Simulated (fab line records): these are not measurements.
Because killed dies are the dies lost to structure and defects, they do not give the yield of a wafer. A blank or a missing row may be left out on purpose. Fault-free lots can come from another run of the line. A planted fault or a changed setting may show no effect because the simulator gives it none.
A single fault, viewed from 2 desks    flow sky130    every desk sees just its own numbers, and what lay behind them comes last

METROLOGY DESK
Means of the sampled wafers that have a number, per lot and without regard to the tool the lot ran on: this is what the gauges read. If a lot's mean is further than 4 standard deviations from the usual mean, the lot is out of limits and carries the mark OUT (the distance appears in the brackets).
Columns: A = SONOS_ONO_OXIDATION_THK at SKY_SONOS_ONO_THK_MEAS_01, usual 2.62 nm
lot   first seen here  A
L273  day 11 06:08     2.62
L277  day 12 13:35     2.83
L278  day 12 23:26     2.86 (+4.6) OUT
L280  day 13 10:53     2.90 (+5.4) OUT
L283  day 14 12:15     2.61
L287  day 15 20:35     2.65
L288  day 16 09:04     2.60
L289  day 16 19:05     2.65
L290  day 17 09:09     2.69
L291  day 17 09:12     2.62
L292  day 17 11:47     2.60
L293  day 18 02:55     2.65
L294  day 18 12:31     2.66
L295  day 18 16:53     2.57
This desk's finding: out of limits on L278, L280; first on L278, day 12 23:26 (SONOS_ONO_OXIDATION_THK at SKY_SONOS_ONO_THK_MEAS_01). In limits: L273, L277, L283, L287, L288, L289, L290, L291, L292, L293, L294, L295.

AT THE TOOL OWNER'S DESK: furnace-02
The tool's own readings at SKY_SONOS_ONO_OXIDATION_00 (stabilise 600 s, purge 300 s, target thk 2.6 nm): means of the sampled wafers that have a number, for each lot that ran on this tool. If a lot's mean is further than 4 standard deviations from the usual mean, the lot is out of limits and carries the mark OUT (the distance appears in the brackets). It has 9 readings, of which 7 appear: the earliest out of limits, and the ones furthest out on some lot.
Columns: A = spike tc centre C at SKY_SONOS_ONO_OXIDATION_00, usual 801.4 C; B = spike tc lower C at SKY_SONOS_ONO_OXIDATION_00, usual 800.4 C; C = spike tc top C at SKY_SONOS_ONO_OXIDATION_00, usual 814.9 C; D = spike tc upper C at SKY_SONOS_ONO_OXIDATION_00, usual 800.2 C; E = tube center temp C at SKY_SONOS_ONO_OXIDATION_00, usual 800 C; F = tube_center_temp_C_max at SKY_SONOS_ONO_OXIDATION_00, usual 802.1; G = zone power upper pct at SKY_SONOS_ONO_OXIDATION_00, usual 13.9 %
lot   first seen here  A                 B      C                 D                 E              F                G
L277  day 12 12:14     806.8 (+5.4) OUT  806.1  820.8             805.2 (+5.1) OUT  805 (+66) OUT  807.0 (+13) OUT  14.4
L278  day 12 22:05     805.3             806.9  821.8 (+4.3) OUT  805.5 (+5.4) OUT  805 (+66) OUT  807.0 (+13) OUT  14.3
L280  day 13 09:31     806.2 (+4.8) OUT  805.6  821.0             804.3 (+4.1) OUT  805 (+65) OUT  807.9 (+15) OUT  14.5
L287  day 15 19:13     800.6             802.3  816.2             801.2             800            802.0            14.2
L290  day 17 07:49     801.6             802.1  816.9             800.3             800            802.3            14.1
L291  day 17 07:49     801.5             800.4  816.6             799.5             800            802.1            14.3
L293  day 18 01:34     801.3             802.6  816.5             800.6             800            802.6            14.3
L294  day 18 11:08     800.0             802.1  815.9             800.2             800            801.8            14.3
L295  day 18 15:32     801.4             801.3  815.6             800.1             800            802.1            14.2
This desk's finding: out of limits on L277, L278, L280; first on L277, day 12 12:14 (spike tc centre C at SKY_SONOS_ONO_OXIDATION_00). In limits: L287, L290, L291, L293, L294, L295.

ALL TOGETHER
An alarm could have come from the tool owner's desk at day 12 12:14, on L277, L278, L280.
At day 12 23:26 the metrology desk could have sounded an alarm, on L278, L280.
The metrology desk holds a record of L277, inside its limits.
Every lot named ran SKY_SONOS_ONO_OXIDATION_00 on furnace-02.

WHAT THE SIMULATOR HAD INSERTED
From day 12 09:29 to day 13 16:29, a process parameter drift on furnace-02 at SKY_SONOS_ONO_OXIDATION_00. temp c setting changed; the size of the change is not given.
Shown lots that were struck: L277, L278, L280.
Delay (hours) between the fault's onset and each desk's first out-of-limits reading: 3 at the tool owner's desk, 14 at the metrology desk.
